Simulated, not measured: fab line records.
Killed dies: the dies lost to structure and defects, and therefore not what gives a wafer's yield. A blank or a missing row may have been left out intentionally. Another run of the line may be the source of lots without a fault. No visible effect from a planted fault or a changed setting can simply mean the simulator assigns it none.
Which tool was responsible? / flow gf180mcu / 36 wafers from 12 lots sampled at 6 of the route's 602 steps

## WHAT THE GAUGES READ, wafer by wafer
GF_M3_THK_MEAS_06: measures by xrf.
lot=L288; measured=day 20 07:04; on=film-metro-01; M3_ALCU_THK (nm)=454 459 460
lot=L289; measured=day 20 12:19; on=film-metro-01; M3_ALCU_THK (nm)=452 452 455
lot=L290; measured=day 21 00:25; on=film-metro-02; M3_ALCU_THK (nm)=443 444 438
lot=L292; measured=day 21 21:30; on=film-metro-01; M3_ALCU_THK (nm)=455 451 449
lot=L293; measured=day 22 05:07; on=film-metro-01; M3_ALCU_THK (nm)=446 452 454
lot=L295; measured=day 22 21:04; on=film-metro-03; M3_ALCU_THK (nm)=453 447 451
lot=L296; measured=day 23 13:01; on=film-metro-03; M3_ALCU_THK (nm)=455 442 454
lot=L301; measured=day 25 00:13; on=film-metro-03; M3_ALCU_THK (nm)=442 437 433
lot=L302; measured=day 25 05:22; on=film-metro-02; M3_ALCU_THK (nm)=447 444 445
lot=L304; measured=day 26 01:42; on=film-metro-03; M3_ALCU_THK (nm)=448 446 448
lot=L309; measured=day 27 11:12; on=film-metro-01; M3_ALCU_THK (nm)=454 456 459
lot=L311; measured=day 27 23:17; on=film-metro-03; M3_ALCU_THK (nm)=447 448 443

GF_M3_OVL_MEAS_15.
lot=L288; measured=day 21 06:32; on=overlay-01; M3_OVL (nm)=1 -1 -2
lot=L289; measured=day 21 12:13; on=overlay-02; M3_OVL (nm)=-7 1 0
lot=L290; measured=day 22 00:17; on=overlay-01; M3_OVL (nm)=-11 -5 -8
lot=L292; measured=day 22 21:12; on=overlay-01; M3_OVL (nm)=-3 -5 -4
lot=L293; measured=day 23 04:17; on=overlay-01; M3_OVL (nm)=-6 -9 -7
lot=L295; measured=day 23 19:28; on=overlay-01; M3_OVL (nm)=2 -14 -10
lot=L296; measured=day 24 11:29; on=overlay-02; M3_OVL (nm)=-4 -3 -8
lot=L301; measured=day 25 21:31; on=overlay-02; M3_OVL (nm)=-2 4 0
lot=L302; measured=day 26 02:25; on=overlay-02; M3_OVL (nm)=-8 -9 -11
lot=L304; measured=day 26 22:30; on=overlay-01; M3_OVL (nm)=-7 1 -7
lot=L309; measured=day 28 06:50; on=overlay-02; M3_OVL (nm)=7 7 7
lot=L311; measured=day 28 17:36; on=overlay-01; M3_OVL (nm)=-3 1 -7

GF_V3_RS_MEAS_24: the measuring method here is four-point-probe.
lot=L288; measured=day 22 08:10; on=film-metro-02; V3_W_RS (ohm/sq)=0.329 0.322 0.332
lot=L289; measured=day 22 13:37; on=film-metro-04; V3_W_RS (ohm/sq)=0.335 0.329 0.335
lot=L290; measured=day 23 01:19; on=film-metro-02; V3_W_RS (ohm/sq)=0.331 0.331 0.342
lot=L292; measured=day 23 22:03; on=film-metro-03; V3_W_RS (ohm/sq)=0.333 0.332 0.328
lot=L293; measured=day 24 05:20; on=film-metro-03; V3_W_RS (ohm/sq)=0.331 0.325 0.333
lot=L295; measured=day 24 20:02; on=film-metro-02; V3_W_RS (ohm/sq)=0.326 0.327 0.328
lot=L296; measured=day 25 11:34; on=film-metro-02; V3_W_RS (ohm/sq)=0.325 0.334 0.326
lot=L301; measured=day 26 22:37; on=film-metro-03; V3_W_RS (ohm/sq)=0.323 0.334 0.323
lot=L302; measured=day 27 02:11; on=film-metro-04; V3_W_RS (ohm/sq)=0.327 0.326 0.324
lot=L304; measured=day 27 21:13; on=film-metro-02; V3_W_RS (ohm/sq)=0.327 0.325 0.325
lot=L309; measured=day 29 04:40; on=film-metro-03; V3_W_RS (ohm/sq)=0.299 0.300 0.290
lot=L311; measured=day 29 15:03; on=film-metro-03; V3_W_RS (ohm/sq)=0.291 0.290 0.288

GF_V3_THK_MEAS_25: measures by xrf.
lot=L288; measured=day 22 08:16; on=film-metro-02; V3_W_THK (nm)=351 362 352
lot=L289; measured=day 22 13:43; on=film-metro-04; V3_W_THK (nm)=348 353 348
lot=L290; measured=day 23 01:25; on=film-metro-02; V3_W_THK (nm)=352 355 342
lot=L292; measured=day 23 22:10; on=film-metro-03; V3_W_THK (nm)=349 352 356
lot=L293; measured=day 24 05:27; on=film-metro-03; V3_W_THK (nm)=355 363 355
lot=L295; measured=day 24 20:10; on=film-metro-02; V3_W_THK (nm)=354 356 353
lot=L296; measured=day 25 11:40; on=film-metro-02; V3_W_THK (nm)=359 352 358
lot=L301; measured=day 26 22:43; on=film-metro-03; V3_W_THK (nm)=364 353 366
lot=L302; measured=day 27 02:19; on=film-metro-04; V3_W_THK (nm)=355 357 358
lot=L304; measured=day 27 21:20; on=film-metro-02; V3_W_THK (nm)=353 355 356
lot=L309; measured=day 29 04:46; on=film-metro-03; V3_W_THK (nm)=391 392 403
lot=L311; measured=day 29 15:10; on=film-metro-03; V3_W_THK (nm)=404 403 404

GF_M4_RS_MEAS_05: the measuring method here is four-point-probe.
lot=L288; measured=day 22 08:52; on=film-metro-01; M4_ALCU_RS (ohm/sq)=0.0693 0.0709 0.0699
lot=L289; measured=day 22 14:19; on=film-metro-01; M4_ALCU_RS (ohm/sq)=0.0692 0.0700 0.0688
lot=L290; measured=day 23 02:01; on=film-metro-01; M4_ALCU_RS (ohm/sq)=0.0681 0.0680 0.0686
lot=L292; measured=day 23 22:45; on=film-metro-01; M4_ALCU_RS (ohm/sq)=0.0692 0.0692 0.0697
lot=L293; measured=day 24 06:16; on=film-metro-01; M4_ALCU_RS (ohm/sq)=0.0684 0.0684 0.0688
lot=L295; measured=day 24 20:44; on=film-metro-01; M4_ALCU_RS (ohm/sq)=0.0685 0.0685 0.0676
lot=L296; measured=day 25 12:16; on=film-metro-01; M4_ALCU_RS (ohm/sq)=0.0692 0.0694 0.0685
lot=L301; measured=day 26 23:19; on=film-metro-04; M4_ALCU_RS (ohm/sq)=0.0707 0.0703 0.0706
lot=L302; measured=day 27 02:54; on=film-metro-04; M4_ALCU_RS (ohm/sq)=0.0701 0.0693 0.0701
lot=L304; measured=day 27 21:55; on=film-metro-04; M4_ALCU_RS (ohm/sq)=0.0686 0.0689 0.0692
lot=L309; measured=day 29 05:22; on=film-metro-04; M4_ALCU_RS (ohm/sq)=0.0690 0.0694 0.0692
lot=L311; measured=day 29 15:45; on=film-metro-04; M4_ALCU_RS (ohm/sq)=0.0693 0.0696 0.0696

## WHAT TOOL EACH LOT RAN ON (gives the tool, then ch and the chambers of the sampled wafers, and finally the start)
lot=L288; GF_V3_CVD_23=cvd-w-01 ch 0,1, day 22 07:58
lot=L289; GF_V3_CVD_23=cvd-w-01 ch 0,1, day 22 13:30
lot=L290; GF_V3_CVD_23=cvd-w-01 ch 0,1, day 23 01:10
lot=L292; GF_V3_CVD_23=cvd-w-01 ch 0,1, day 23 21:56
lot=L293; GF_V3_CVD_23=cvd-w-01 ch 0,1, day 24 05:13
lot=L295; GF_V3_CVD_23=cvd-w-01 ch 0,1, day 24 19:55
lot=L296; GF_V3_CVD_23=cvd-w-01 ch 0,1, day 25 11:27
lot=L301; GF_V3_CVD_23=cvd-w-01 ch 0,1, day 26 22:30
lot=L302; GF_V3_CVD_23=cvd-w-02 ch 0,1, day 27 02:05
lot=L304; GF_V3_CVD_23=cvd-w-02 ch 0,1, day 27 21:06
lot=L309; GF_V3_CVD_23=cvd-w-01 ch 0,1, day 29 04:31
lot=L311; GF_V3_CVD_23=cvd-w-01 ch 1, day 29 14:50
- GF_V3_CVD_23: deposits W, target thk 350 nm, time 104.9 s.

## AS READ BY THE TOOLS THEMSELVES (means over the sampled wafers that have a number; for cases with no such wafer, the mark the record gives instead)
GF_V3_CVD_23.
lot=L288; tool=cvd-w-01; heater-power-w (W)=893; susceptor-temp-C (C)=400.04
lot=L289; tool=cvd-w-01; heater-power-w (W)=892; susceptor-temp-C (C)=400.16
lot=L290; tool=cvd-w-01; heater-power-w (W)=936; susceptor-temp-C (C)=399.89
lot=L292; tool=cvd-w-01; heater-power-w (W)=927; susceptor-temp-C (C)=400.26
lot=L293; tool=cvd-w-01; heater-power-w (W)=895; susceptor-temp-C (C)=399.90
lot=L295; tool=cvd-w-01; heater-power-w (W)=928; susceptor-temp-C (C)=400.00
lot=L296; tool=cvd-w-01; heater-power-w (W)=919; susceptor-temp-C (C)=399.81
lot=L301; tool=cvd-w-01; heater-power-w (W)=919; susceptor-temp-C (C)=399.79
lot=L302; tool=cvd-w-02; heater-power-w (W)=946; susceptor-temp-C (C)=400.00
lot=L304; tool=cvd-w-02; heater-power-w (W)=961; susceptor-temp-C (C)=399.95
lot=L309; tool=cvd-w-01; heater-power-w (W)=907; susceptor-temp-C (C)=405.96
lot=L311; tool=cvd-w-01; heater-power-w (W)=1003; susceptor-temp-C (C)=405.91

## THE ANSWER, worked out from the rows above alone
Rule: what is usual is taken from the lots themselves. Put in order of their means at a reading, lots are off if they are a third of the lots or fewer, leave a main group of 4 or more, and stand apart from it by a gap of 3 or more times the standard deviation of the main group's means; of several such gaps the widest counts. Not used: any main group whose means are identical at the precision the tables above print for the reading. Also off: a lot with no number at a reading for which 4 or more lots have one. The other lots that the step has rows for count as sound. Order of review: gauges by route order, followed by the tools' own readings, for which a lot's mean as printed above is used. The first step at which some lot is off is used, and at that step the reading that is off furthest; a lot without a number counts as furthest.
Off: L309, L311, seen at GF_V3_RS_MEAS_24 (V3_W_RS). Main group: mean 0.329 ohm/sq, sd 0.0029.
If a tool, at a process step before that reading, ran all the lots that are off and no sound lot after the first of them, it fits. The gauges at GF_V3_RS_MEAS_24 aren't tried: what is off there is off at GF_V3_CVD_23 too, on other tools, and a gauge's error can't cause that. One fits: GF_V3_CVD_23 on cvd-w-01. A fault onset in the window from L301 (day 26 22:30, its last sound lot) to L309 (day 29 04:31, its first lot off) fits.
The tool's own readings at GF_V3_CVD_23 bear it out: on the lots that are off they differ by more than 5 times the standard deviation of the sound lots' means. susceptor-temp-C reads 405.94 C there against 399.98 C on the sound lots.

## WHAT THE SIMULATOR PUT IN
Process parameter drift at GF_V3_CVD_23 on cvd-w-01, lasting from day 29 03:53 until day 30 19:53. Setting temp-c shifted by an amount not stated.
Shown lots that were struck: L309, L311. This agrees with what the rule above found.
